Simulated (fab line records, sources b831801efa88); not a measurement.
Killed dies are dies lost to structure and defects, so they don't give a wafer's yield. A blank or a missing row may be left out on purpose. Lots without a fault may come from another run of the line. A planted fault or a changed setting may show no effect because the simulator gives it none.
fab line records | flow sfq_line
record lots=7 wafers=21 last_day=83
route steps=325 shown M0@32 I0@43
lots that met no fault: from a run of the same line without faults
start_h: hours from the record's first day to the start of the lot's first wafer shown | wait_h: hours since the lot's step before | " the same as in the row above | L1.1+2: a row that stands for several wafers | - no value, or no start given | * or withheld: withheld | < > ~ a bound
route shown NAME@n: a module of which the file shows steps, and the number in the route of the first | usual: mean/standard deviation of fault-free wafers | same: alike in all rows | chamber/n: place in a boat | sites: the reading at each site | _std_site: their standard deviation | _edge_site: outer sites' mean less inner sites' | radius_mm: how far each site lies from the wafer's centre | mask NAME#n: copy n | behind: the tool/chamber that last shaped the wafer | hold: why the lot was held/for how many hours/how that ended | device: the transistor (n, p or np) that didn't switch | end of line: the same wafers' tests at the end of the route | a step without rows: its recipe alone | killed: dies lost to structure and defects at the first sort, not the wafer's yield | map: a wafer's dies, x killed, . not, _ none there
set.NAME: the setting as run; set.NAME@STEP: as run at that earlier step | model.NAME: the simulator's own value behind a step, which no gauge read
lots at some steps of the route; a table a step, a row a wafer
services: from which hour (start_h, from the record's first day; less than 0 if before it) a tool's chamber was out of use, for how many hours, and why
## steps
# step SFQ_TRILAYER_M0_LITHO_COAT_026
# recipe resist=BARC spin_rpm=3000 resist_thk_nm=62
# step SFQ_TRILAYER_M0_LITHO_COAT_021
# recipe resist=KrF spin_rpm=3000 resist_thk_nm=600
# step SFQ_TRILAYER_M0_LITHO_SOFTBAKE_025
# recipe temp_c=withheld time_s=withheld resist=KrF
# step SFQ_TRILAYER_M0_LITHO_EXPOSE_022
# recipe mask_id=M0 na=0.6 source_shape=conventional sigma_outer=0.65 target_cd_nm=500 dose_mj=14.55
# step SFQ_TRILAYER_M0_LITHO_PEB_024
# recipe peb_temp_c=115 peb_time_s=60 resist=KrF
# step SFQ_TRILAYER_M0_LITHO_DEVELOP_023
# recipe time_s=60 resist=KrF
# step SFQ_M0_OVL_MEAS_906
# usual M0_OVL=2/4.9
# columns lot.wafer tool chamber start_h wait_h M0_OVL[nm]
L634.1 overlay-01 - 182.11 0.1 1
L634.3 " - " " -1
L634.6 " - " " 7
L642.3 overlay-02 - 245.52 0.1 -2
L642.5 " - " " 2
L642.6 " - " " 3
L646.1 overlay-02 - 271.91 0.1 -1
L646.4 " - " " -6
L646.6 " - " " -9
L647.2 overlay-02 - 279.11 0.1 1
L647.5 " - " " 5
L647.6 " - " " 2
L648.2 overlay-02 - 286.31 0.1 5
L648.3 " - " " 0
L648.5 " - " " 3
L649.1 overlay-01 - 289.91 0.1 5
L649.3 " - " " 10
L649.5 " - " " 1
L657.2 overlay-01 - 345.24 0.1 6
L657.4 " - " " 11
L657.6 " - " " 5
# step SFQ_TRILAYER_M0_BARC_OPEN_METAL_ETCH_031
# recipe mask_material=PR chemistry=O2 target_depth_nm=125 target=BARC icp_w=600 bias_w=80 pressure_mtorr=10 time_s=41.7
# usual drypump_motor_current_A=5.29/0.16 oes_product_au=0.685/0.0043
# same time_s=41.7
# columns lot.wafer tool chamber start_h wait_h drypump_motor_current_A oes_product_au rf_hours_counter_h
L634.1 rie_metal-02 0 182.14 0.0 5.29 0.691 50
L634.3 " 1 " " 5.26 0.685 -
L634.6 " 1 " " 5.27 0.684 -
L642.3 rie_metal-01 1 245.56 0.0 5.64 0.694 -
L642.5 " 1 " " 5.63 0.679 -
L642.6 " 0 " " 5.23 0.680 -
L646.1 rie_metal-02 1 271.94 0.0 5.27 0.685 116
L646.4 " 1 " " 5.26 0.688 -
L646.6 " 0 " " 5.29 0.691 -
L647.2 rie_metal-02 1 279.14 0.0 5.28 0.683 117
L647.5 " 0 " " 5.27 0.680 -
L647.6 " 1 " " 5.29 0.687 -
L648.2 rie_metal-02 0 286.34 0.0 5.29 0.683 70
L648.3 " 1 " " 5.29 0.683 -
L648.5 " 1 " " 5.29 0.681 -
L649.1 rie_metal-04 1 289.94 0.0 5.47 0.681 166
L649.3 " 1 " " 5.48 0.682 -
L649.5 " 0 " " 5.02 0.686 -
L657.2 rie_metal-02 0 345.27 0.0 5.28 0.687 80
L657.4 " 0 " " 5.27 0.678 -
L657.6 " 0 " " 5.27 0.680 -
# step SFQ_TRILAYER_M0_ETCH_METAL_ETCH_024
# recipe target=Nb stop_on=SiO2 mask_material=PR chemistry=Cl2/Ar target_depth_nm=240 icp_w=600 bias_w=80 pressure_mtorr=10 time_s=120
# usual drypump_motor_current_A=5.29/0.16 oes_product_au=0.884/0.0066
# same time_s=120
# columns lot.wafer tool chamber start_h wait_h drypump_motor_current_A oes_product_au rf_hours_counter_h
L634.1 rie_metal-02 0 182.20 0.0 5.29 0.867 50
L634.3 " 1 " " 5.25 0.881 -
L634.6 " 1 " " 5.27 0.871 -
L642.3 rie_metal-01 1 245.65 0.1 5.62 0.876 -
L642.5 " 1 " " 5.62 0.885 -
L642.6 " 0 " " 5.20 0.897 -
L646.1 rie_metal-02 1 272.00 0.0 5.25 0.899 116
L646.4 " 1 " " 5.28 0.888 -
L646.6 " 0 " " 5.29 0.892 -
L647.2 rie_metal-02 1 279.20 0.0 5.25 0.879 117
L647.5 " 0 " " 5.29 0.888 -
L647.6 " 1 " " 5.26 0.874 -
L648.2 rie_metal-02 0 286.40 0.0 5.30 0.884 70
L648.3 " 1 " " 5.23 0.886 -
L648.5 " 1 " " 5.22 0.881 -
L649.1 rie_metal-04 1 290.00 0.0 5.44 0.875 166
L649.3 " 1 " " 5.46 0.880 -
L649.5 " 0 " " 5.02 0.876 -
L657.2 rie_metal-02 0 345.33 0.0 5.29 0.883 80
L657.4 " 0 " " 5.28 0.877 -
L657.6 " 0 " " 5.30 0.892 -
# step SFQ_TRILAYER_M0_STRIP_STRIP_025
# recipe gas=O2 power_w=200 platen_temp_c=40 overash_fraction=0.65 chemistry=O2 pressure_mtorr=50
# usual drypump_motor_current_A=5.28/0.16 oes_product_au=0.998/0.0078
# columns lot.wafer tool chamber start_h wait_h drypump_motor_current_A oes_product_au rf_hours_counter_h
L634.1 rie_metal-02 0 182.33 0.1 5.28 0.993 50
L634.3 " 1 " " 5.29 1.002 -
L634.6 " 1 " " 5.31 0.999 -
L642.3 rie_metal-01 1 245.93 0.2 5.60 1.001 -
L642.5 " 1 " " 5.60 0.997 -
L642.6 " 0 " " 5.19 1.000 -
L646.1 rie_metal-02 1 272.13 0.1 5.27 1.002 116
L646.4 " 1 " " 5.25 0.993 -
L646.6 " 0 " " 5.27 0.984 -
L647.2 rie_metal-02 1 279.33 0.1 5.22 1.001 118
L647.5 " 0 " " 5.28 0.988 -
L647.6 " 1 " " 5.25 0.994 -
L648.2 rie_metal-02 0 286.53 0.1 5.29 0.993 70
L648.3 " 1 " " 5.27 0.989 -
L648.5 " 1 " " 5.26 0.997 -
L649.1 rie_metal-04 1 290.13 0.1 5.46 1.009 166
L649.3 " 1 " " 5.43 1.004 -
L649.5 " 0 " " 5.06 1.014 -
L657.2 rie_metal-02 0 345.46 0.1 5.30 0.987 80
L657.4 " 0 " " 5.29 0.996 -
L657.6 " 0 " " 5.31 0.996 -
# step SFQ_TRILAYER_M0_STRIP_SOLV_CLEAN_026
# recipe chemistry=NMP temp_c=70 time_s=600
# step SFQ_TRILAYER_I0_DEP_PECVD_027
# recipe material=SiO2 temp_c=150 time_s=111.11 pressure_torr=2.4 rf_w=183.3 precursor=SiH4/N2O target_thk_nm=500
# usual heater_power_w=78/13 throttle_valve_pct=25.3/0.99
# same time_s=111.11
# columns lot.wafer tool chamber start_h wait_h heater_power_w throttle_valve_pct
L634.1 pecvd-01 2 183.10 0.0 68 25.2
L634.3 " 0 " " 69 26.1
L634.6 " 1 " " 80 26.3
L642.3 pecvd-03 1 246.50 0.0 78 24.8
L642.5 " 1 " " 79 24.7
L642.6 " 2 " " 80 26.1
L646.1 pecvd-01 0 272.90 0.0 73 25.7
L646.4 " 1 " " 87 26.4
L646.6 " 0 " " 74 25.8
L647.2 pecvd-01 1 280.12 0.0 93 26.5
L647.5 " 0 " " 61 25.9
L647.6 " 1 " " 85 26.7
L648.2 pecvd-04 0 287.30 0.0 70 24.3
L648.3 " 1 " " 109 23.9
L648.5 " 2 " " 62 23.1
L649.1 pecvd-01 2 290.90 0.0 76 25.4
L649.3 " 1 " " 83 26.5
L649.5 " 2 " " 78 25.4
L657.2 pecvd-01 0 346.23 0.0 66 25.7
L657.4 " 1 " " 92 26.8
L657.6 " 0 " " 69 25.9
# step SFQ_TRILAYER_I0_CMP_CMP_028
# recipe material=SiO2 down_force_psi=3 platen_rpm=60 pad_velocity_m_s=0.94248
# usual motor_current_A=9.4/0.71 platen_rpm=60.00/0.038 time_to_endpoint_s=215/7.1
# columns lot.wafer tool chamber start_h wait_h motor_current_A platen_rpm time_to_endpoint_s
L634.1 cmp-01 3 183.86 0.7 9.9 59.96 222
L634.3 " 1 184.86 1.7 9.6 60.01 216
L634.6 " 3 185.86 2.7 10.2 59.97 231
L642.3 cmp-02 0 254.14 7.6 9.0 60.04 206
L642.6 " 1 " " 9.7 59.99 209
L642.5 " 2 " " 9.0 59.97 212
L646.1 cmp-01 1 288.74 15.8 10.0 65.97 201
L646.4 " 2 " " 9.9 65.96 209
L646.6 " 0 290.24 17.3 8.7 66.07 201
L647.2 cmp-01 2 291.24 11.1 10.2 65.98 201
L647.6 " 1 292.74 12.5 9.9 66.05 209
L647.5 " 2 " " 9.7 66.00 209
L648.2 cmp-01 1 297.24 9.9 9.7 66.03 195
L648.3 " 3 298.24 10.9 10.3 66.00 198
L648.5 " 1 299.24 11.9 10.0 65.95 201
L649.1 cmp-02 3 301.64 10.7 8.6 60.00 208
L649.3 " 0 " " 8.9 59.97 220
L649.5 " 1 " " 9.4 60.07 211
L657.2 cmp-02 1 351.64 5.4 9.4 59.89 212
L657.4 " 0 353.14 6.8 9.1 59.99 214
L657.6 " 2 354.14 7.8 8.6 59.95 205
# step SFQ_I0_BOW_MEAS_907
# recipe mode=bow
# usual I0_BOW=1/7.2
# columns lot.wafer tool chamber start_h wait_h I0_BOW[um]
L634.1 film_metro-03 - 186.36 2.0 3
L634.3 " - " " 7
L634.6 " - " " -3
L642.3 film_metro-01 - 255.68 1.0 2
L642.5 " - " " -6
L642.6 " - " " 5
L646.1 film_metro-03 - 290.74 1.5 9
L646.4 " - " " 0
L646.6 " - " " 14
L647.2 film_metro-03 - 293.76 2.0 8
L647.5 " - " " 0
L647.6 " - " " 10
L648.2 film_metro-01 - 299.76 2.0 -1
L648.3 " - " " -2
L648.5 " - " " -3
L649.1 film_metro-03 - 303.64 1.5 8
L649.3 " - " " -17
L649.5 " - " " 6
L657.2 film_metro-01 - 354.66 2.5 -9
L657.4 " - " " -1
L657.6 " - " " 5
## services
# columns tool chamber start_h hours kind
pecvd-04 - 160.91 0.5 repair
rie_metal-01 - 183.82 4.3 pm
cmp-02 - 190.21 1.0 repair
cmp-01 - 193.98 5.1 pm
cmp-01 - 200.50 0.5 repair
pecvd-04 - 211.27 6.0 pm
cmp-01 - 213.64 0.4 repair
cmp-02 - 236.64 4.0 pm
cmp-01 - 239.37 36.4 repair
cmp-02 - 240.64 - consumable_replace:conditioner
cmp-01 - 244.82 2.7 repair
pecvd-04 - 270.64 5.5 pm
pecvd-01 2 278.61 9.7 repair
cmp-02 - 284.19 1.0 repair
pecvd-01 2 292.59 4.8 repair
rie_metal-04 - 306.02 0.2 repair
rie_metal-02 0 312.35 1.2 repair
cmp-01 - 313.34 0.5 repair
pecvd-03 1 316.68 11.3 repair
pecvd-04 - 329.24 1.6 repair
pecvd-03 - 330.09 1.3 repair
cmp-01 - 341.72 2.5 repair
pecvd-03 - 350.40 6.0 pm
rie_metal-01 - 351.33 2.8 pm
## key
first_sign step=SFQ_TRILAYER_I0_CMP_CMP_028 reading=platen_rpm direction=up sigmas=99+ usual=60.00 struck=66.00
effect step=SFQ_TRILAYER_I0_CMP_CMP_028 reading=time_to_endpoint_s direction=down sigmas=1.8 usual=* struck=*
met_at SFQ_TRILAYER_I0_CMP_CMP_028
struck_wafers L646.1,L646.4,L646.6,L647.2,L647.5,L647.6,L648.2,L648.3,L648.5
fault kind=process_parameter_drift tool=cmp-01 chamber=- onset_h=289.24 steps=SFQ_TRILAYER_I0_CMP_CMP_028 channel=platen_rpm offset=6 shape=step end_h=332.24 acts_in=these_recipes_only stated=60
